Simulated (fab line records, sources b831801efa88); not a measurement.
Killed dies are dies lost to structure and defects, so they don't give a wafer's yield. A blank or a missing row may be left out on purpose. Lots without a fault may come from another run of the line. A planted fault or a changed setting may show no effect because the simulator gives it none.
A struck lot beside a sound one | flow sky130 | 18 steps out of a route of 708
Sound: wafers L130.1, L130.2, L130.6. Struck: wafers L139.2, L139.5, L139.6. The cause comes at the end.
At each step with rows: each side's tool, then ch and its chambers, then its first start. Under that, the readings that differ: sound wafers | struck wafers | difference of the means | sigmas: that difference in standard deviations of wafers without a fault.
alike: readings whose means differ by less than 2 such deviations, and words and numbers that are the same on both sides. not compared: withheld readings, readings that some wafer has no value for, bounds like >300 that may hide the same value, and numbers for which the record gives no deviation and whose values overlap.
The two part at a step that has a row with sigmas, a row that says differs or no value, or rows on one side only. Numbers that don't overlap but have no deviation are shown without sigmas and don't part them. A reading that every wafer of one side lacks parts them only if that side has two wafers or more.

SKY_CONTACT_CMP_04: polishes SiO2.
  sound on cmp-02 ch 0,1,3, day 32 18:06; struck on cmp-02 ch 0,2,3, day 37 03:14
  alike: edge_zone_pressure_frac, motor_current_A, time_to_endpoint_s
SKY_CONTACT_BOW_MEAS_05:
  sound on film_metro-01, day 32 18:21; struck on film_metro-03, day 37 03:28
  alike: CONTACT_BOW
then, 8 steps without rows for these wafers: SKY_CONTACT_DEHYDRATE_06 (time 60 s); SKY_CONTACT_HMDS_07 (prime time 60 s); SKY_CONTACT_COAT_08 (resist thk 60 nm); SKY_CONTACT_COAT_09 (resist thk 450 nm); SKY_CONTACT_SOFTBAKE_10 (time 90 s); SKY_CONTACT_EXPOSE_11 (exposes mask CTM1, target cd 170 nm); SKY_CONTACT_PEB_12; SKY_CONTACT_DEVELOP_13 (develop time 60 s).
SKY_CONTACT_CD_MEAS_14: target cd 170 nm.
  sound on cd_sem-02, day 33 20:36; struck on cd_sem-01, day 38 03:10
  alike: cd_nm
SKY_CONTACT_OVL_MEAS_15:
  sound on overlay-02, day 33 20:43; struck on overlay-02, day 38 03:17
  alike: CONTACT_OVL
SKY_CONTACT_ETCH_16: etches BARC in N2/H2, stops on SiO2, time 45.9 s, target depth 60 nm.
  sound on rie_diel-01 ch 2,3, day 33 20:46; struck on rie_diel-01 ch 0,1, day 38 03:19
  no value came back on the struck wafers for any of 7 readings (bias_w (W), chamber_pressure_mTorr (mTorr) and others); on the sound wafers bias_w (W) reads 100.57 100.10 100.43
  reading                                        | sound             | struck            | difference | sigmas
  model.KrF-thick_of_CONTACT_COAT_09.thk_nm (nm) | 391.6 393.5 393.9 | 435.6 435.6 434.7 | +42.3      |
  not compared: rf_hours_counter_h
SKY_CONTACT_ETCH_17: etches SiO2 in C4F8/O2/Ar, stops on Si3N4, target depth 340 nm.
  sound on rie_diel-01 ch 2,3, day 33 20:48; struck on rie_diel-01 ch 0,1, day 38 03:21
  reading               | sound             | struck            | difference | sigmas
  oes_product_au (a.u.) | 0.900 0.884 0.896 | 0.382 0.373 0.374 | -0.517     | -99 or more
  rf_fwd_power_W (W)    | 1494 1496 1487    | 1479 1472 1481    | -15        | -3
  alike: bias_w, chamber_pressure_mTorr
SKY_CONTACT_ETCH_18: etches Si3N4 in CHF3/O2, stops on TiN, time 39 s, target depth 75 nm.
  sound on rie_diel-01 ch 2,3; struck on rie_diel-01 ch 0,1
  reading                                        | sound             | struck            | difference | sigmas
  oes_product_au (a.u.)                          | 0.850 0.844 0.859 | 0.382 0.376 0.373 | -0.474     | -56
  throttle_valve_pct (%)                         | 8.773 8.792 8.800 | 8.659 8.677 8.674 | -0.118     | -14
  model.KrF-thick_of_CONTACT_COAT_09.thk_nm (nm) | 244.7 247.8 246.9 | 288.6 283.9 288   | +40.4      |
  alike: O2_flow_sccm, bias_w, drypump_motor_current_A, rf_fwd_power_W
  not compared: rf_hours_counter_h
SKY_CONTACT_STRIP_19: strips in O2/N2.
  sound on plasma_asher-03 ch 0,1, day 33 20:53; struck on plasma_asher-03 ch 0,1, day 38 03:26
  reading                      | sound             | struck            | difference | sigmas
  oes_product_au (a.u.)        | 0.385 0.380 0.379 | 0.405 0.395 0.395 | +0.017     | +3
  strip_time_to_endpoint_s (s) | 3.62 3.67 3.64    | 4.09 4.04 4.08    | +0.43      | +9
  alike: drypump_motor_current_A, n2_flow_sccm
  not compared: rf_hours_counter_h
then, 1 step without rows for these wafers: SKY_CONTACT_STRIP_20 (strips in post etch residue remover, time 1200 s).
-- the record jumps here: 12 days lie between the struck wafers' starts before and after (it left off in module CONTACT and takes up again in module PAD_OPEN, whose first step shown is number 708 of the route) --
SKY_PAD_OPEN_PROBE_99:
  sound on prober-02, day 47 08:52; struck on prober-01, day 50 08:28
  reading            | sound    | struck      | difference | sigmas
  killed_at_M0_to_M3 | 46 55 44 | 228 233 230 | +182       | +29
  killed_at_M4_up    | 5 1 5    | 79 62 61    | +64        | +34
  killed_at_contacts | 17 24 20 | 110 117 121 | +96        | +16
  killed_at_other    | 0 0 0    | 58 65 66    | +63        | +99 or more
  killed_dies        | 81 92 82 | 492 492 492 | +407       | +44
  killed_on_rim      | 13 19 17 | 96 96 96    | +80        | +24
  alike: killed_at_front_end, killed_open, killed_short

WHERE THEY PART
First at SKY_CONTACT_ETCH_16; last, within this record, at SKY_PAD_OPEN_PROBE_99.

WHY: what the simulator had put in
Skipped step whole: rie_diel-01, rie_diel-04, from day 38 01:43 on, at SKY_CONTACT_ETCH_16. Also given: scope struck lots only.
